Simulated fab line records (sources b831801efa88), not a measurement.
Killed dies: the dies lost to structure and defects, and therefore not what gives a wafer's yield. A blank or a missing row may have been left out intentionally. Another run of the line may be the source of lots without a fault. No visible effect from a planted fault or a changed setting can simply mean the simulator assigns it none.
Which of the tools did it? | flow sky130 | 14 lots with 42 wafers sampled at 3 steps, on a route of 708 steps

== WHAT EACH GAUGE READ, for each wafer ==
The record lacks any reading of a measuring or inspecting step that a usual standard deviation could be used to judge.

== WHICH TOOL RAN EACH LOT (tool, then ch and the chambers of the sampled wafers, then the start) ==
lot  | SKY_METAL1_SPUTTER_00        | SKY_VIA1_DEVELOP_11               | SKY_VIA1_CMP_24
L425 | pvd-sputter-03, day 32 09:50 | litho-track-04 ch 0, day 34 16:00 | cmp-01 ch 0,1, day 34 17:47
L426 | pvd-sputter-03, day 33 02:41 | litho-track-02 ch 0, day 35 09:00 | cmp-01 ch 0,2,3, day 35 10:52
L427 | pvd-sputter-03, day 33 03:41 | litho-track-01 ch 0, day 35 11:00 | cmp-01 ch 1,2, day 35 12:23
L429 | pvd-sputter-02, day 33 10:50 | litho-track-04 ch 0, day 35 17:00 | cmp-02 ch 0,1, day 35 18:23
L430 | pvd-sputter-04, day 33 20:42 | litho-track-04 ch 0, day 36 02:00 | cmp-01 ch 0,2, day 36 04:01
L431 | pvd-sputter-03, day 34 20:16 | litho-track-02 ch 0, day 37 01:00 | cmp-02 ch 1,2,3, day 37 03:19
L432 | pvd-sputter-03, day 35 04:32 | litho-track-02 ch 0, day 37 10:00 | cmp-02 ch 0,2, day 37 11:24
L434 | pvd-sputter-03, day 35 11:45 | litho-track-01 ch 0, day 37 18:00 | cmp-01 ch 1,3, day 37 19:44
L435 | pvd-sputter-04, day 35 13:27 | litho-track-04, day 37 19:00      | cmp-01 ch 1,2,3, day 37 20:35
L437 | pvd-sputter-03, day 36 07:29 | litho-track-01, day 38 13:00      | cmp-02 ch 0,2,3, day 38 14:23
L439 | pvd-sputter-04, day 36 16:32 | litho-track-04 ch 0, day 38 21:00 | cmp-01 ch 0,1,2, day 38 23:05
L441 | pvd-sputter-03, day 37 13:25 | litho-track-01 ch 0, day 39 17:00 | cmp-02 ch 0,1,3, day 39 18:51
L442 | pvd-sputter-02, day 38 06:29 | litho-track-02 ch 0, day 40 08:00 | cmp-01 ch 1,2,3, day 40 09:49
L445 | pvd-sputter-03, day 38 12:07 | litho-track-01 ch 0, day 40 14:00 | cmp-02 ch 1,2,3, day 40 16:29
- SKY_METAL1_SPUTTER_00: material Ti, target thk 15 nm, time 10 s.
- SKY_VIA1_DEVELOP_11: develop time 60 s.
- SKY_VIA1_CMP_24: polishes, stops on SiO2, t overpolish 15 s, target thk 0 nm.

== WHAT THE TOOLS THEMSELVES READ (means of the sampled wafers that have a number; where no wafer has one, the mark that the record gives instead) ==
SKY_METAL1_SPUTTER_00.
lot  | tool           | throttle-valve-pct (%)
L425 | pvd-sputter-03 | 30.3
L426 | pvd-sputter-03 | 30.4
L427 | pvd-sputter-03 | 30.4
L429 | pvd-sputter-02 | 29.0
L430 | pvd-sputter-04 | 29.0
L431 | pvd-sputter-03 | 29.8
L432 | pvd-sputter-03 | 29.9
L434 | pvd-sputter-03 | 29.8
L435 | pvd-sputter-04 | 29.4
L437 | pvd-sputter-03 | 30.0
L439 | pvd-sputter-04 | 29.8
L441 | pvd-sputter-03 | 30.7
L442 | pvd-sputter-02 | 29.5
L445 | pvd-sputter-03 | 30.1

SKY_VIA1_DEVELOP_11.
lot  | tool           | chill-plate-temp-C (C)
L425 | litho-track-04 | 23.05
L426 | litho-track-02 | 22.93
L427 | litho-track-01 | 22.94
L429 | litho-track-04 | 22.95
L430 | litho-track-04 | 22.97
L431 | litho-track-02 | 23.13
L432 | litho-track-02 | 23.00
L434 | litho-track-01 | 23.05
L435 | litho-track-04 | -
L437 | litho-track-01 | -
L439 | litho-track-04 | 22.96
L441 | litho-track-01 | 22.95
L442 | litho-track-02 | 23.12
L445 | litho-track-01 | 23.14

SKY_VIA1_CMP_24.
lot  | tool   | motor-current-A (A)
L425 | cmp-01 | 12.6
L426 | cmp-01 | 11.1
L427 | cmp-01 | 10.3
L429 | cmp-02 | 10.4
L430 | cmp-01 | 9.5
L431 | cmp-02 | 11.7
L432 | cmp-02 | 11.5
L434 | cmp-01 | 13.4
L435 | cmp-01 | 11.4
L437 | cmp-02 | 11.3
L439 | cmp-01 | 11.3
L441 | cmp-02 | 10.8
L442 | cmp-01 | 11.0
L445 | cmp-02 | 11.5

== THE ANSWER, worked out from the rows above alone ==
Rule: what is usual is taken from the lots themselves. Put in order of their means at a reading, lots are off if they are a third of the lots or fewer, leave a main group of 4 or more, and stand apart from it by a gap of 3 or more times the standard deviation of the main group's means; of several such gaps the widest counts. The tables above print the reading to a certain number of digits; a main group whose means all agree to those digits is not used. A lot without any number at a reading at which 4 lots or more have one is off too. The other lots that the step has rows for count as sound. After the gauges, taken in route order, come the tools' own readings; for these a lot's mean is taken, as printed above. The first step at which some lot is off is used, and at that step the reading that is off furthest; a lot without a number counts as furthest.
Off: L435, L437 (SKY_VIA1_DEVELOP_11, chill-plate-temp-C). Without a number there: L435, L437. For the main group the mean is 23.02 C and the standard deviation 0.076.
A tool fits if, at that step or a process step before it, it ran every lot that is off, and no sound lot after the first of them. Of those tried, none fits.

== WHAT THE SIMULATOR HAD PUT IN ==
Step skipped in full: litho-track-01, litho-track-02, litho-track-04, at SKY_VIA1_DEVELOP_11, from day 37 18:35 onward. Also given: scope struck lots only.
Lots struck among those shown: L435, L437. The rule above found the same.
